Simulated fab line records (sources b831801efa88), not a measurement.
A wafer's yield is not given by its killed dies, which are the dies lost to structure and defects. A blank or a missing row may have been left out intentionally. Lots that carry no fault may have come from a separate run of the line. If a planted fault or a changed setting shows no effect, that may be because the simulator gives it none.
Struck lot and sound lot, side by side | flow gf180mcu | 14 steps out of a route of 602
Sound: these wafers, L458.2, L458.5, L458.6. Wafers struck: L450.1, L450.2, L450.5. Last of all comes the cause.
Order at every step that has rows: each side's tool, ch and its chambers, its first start. Under that, the readings that differ: sound wafers | struck wafers | difference of the means | sigmas: that difference in standard deviations of wafers without a fault.
alike: a reading whose means differ by less than 2 such deviations, as well as words and numbers matching on both sides. not compared: withheld readings; readings where some wafer has no value; bounds like >300 that might hide an equal value; numbers whose values overlap and for which the record gives no deviation.
A row with sigmas, a row that says differs or no value, or rows on one side alone: a step with any of these is where the two part. When numbers do not overlap yet have no deviation, they are printed without sigmas and do not part them. A reading that every wafer of one side lacks parts them only if that side has two wafers or more.

first, 4 steps without rows for these wafers: GF_HV_LDD_IMPLANT_33; GF_HV_LDD_IMPLANT_34; GF_HV_LDD_IMPLANT_35; GF_HV_LDD_IMPLANT_36.
GF_HV_LDD_STRIP_37: strips in O2/N2.
  sound on plasma asher-01 ch 0,1, day 18 16:55; struck on plasma asher-03 ch 0,1, day 16 03:20
  alike: chamber pressure mTorr, drypump motor current A, heater power w, oes product au, strip time to endpoint s
  not compared: rf hours counter h
GF_HV_LDD_TW_MEAS_38:
  sound: film metro-03 at day 18 17:01; struck: film metro-01 at day 16 03:26
  alike: HV_LDD_3_TW
then, 6 steps without rows for these wafers: GF_HV_LDD_DEHYDRATE_39 (time 60 s); GF_HV_LDD_HMDS_40 (prime time 60 s); GF_HV_LDD_COAT_41 (resist thk 1000 nm); GF_HV_LDD_SOFTBAKE_42 (time 60 s); GF_HV_LDD_EXPOSE_43 (exposes mask Pplus HV AREA, target cd 400 nm); GF_HV_LDD_PEB_44.
GF_HV_LDD_DEVELOP_45: develop time 60 s.
  struck on litho track-02, day 17 01:40; sound on litho track-01 ch 0, day 19 16:33
  no value came back on the struck wafers for chill plate temp C (C), develop time s (s); on the sound wafers chill plate temp C (C) reads 22.97 22.97 23.04
GF_HV_LDD_CD_MEAS_46 targets a cd of 400 nm.
  sound: cd sem-01 at day 19 16:41; struck: cd sem-02 at day 17 01:49
  reading    | sound             | struck | difference                    | sigmas
  cd nm (nm) | 401.3 400.6 401.0 | - - -  | no value on the struck wafers |

== WHERE THEY PART ==
First at GF_HV_LDD_DEVELOP_45; last, within this record, at GF_HV_LDD_CD_MEAS_46.

WHY: whatever the simulator had introduced
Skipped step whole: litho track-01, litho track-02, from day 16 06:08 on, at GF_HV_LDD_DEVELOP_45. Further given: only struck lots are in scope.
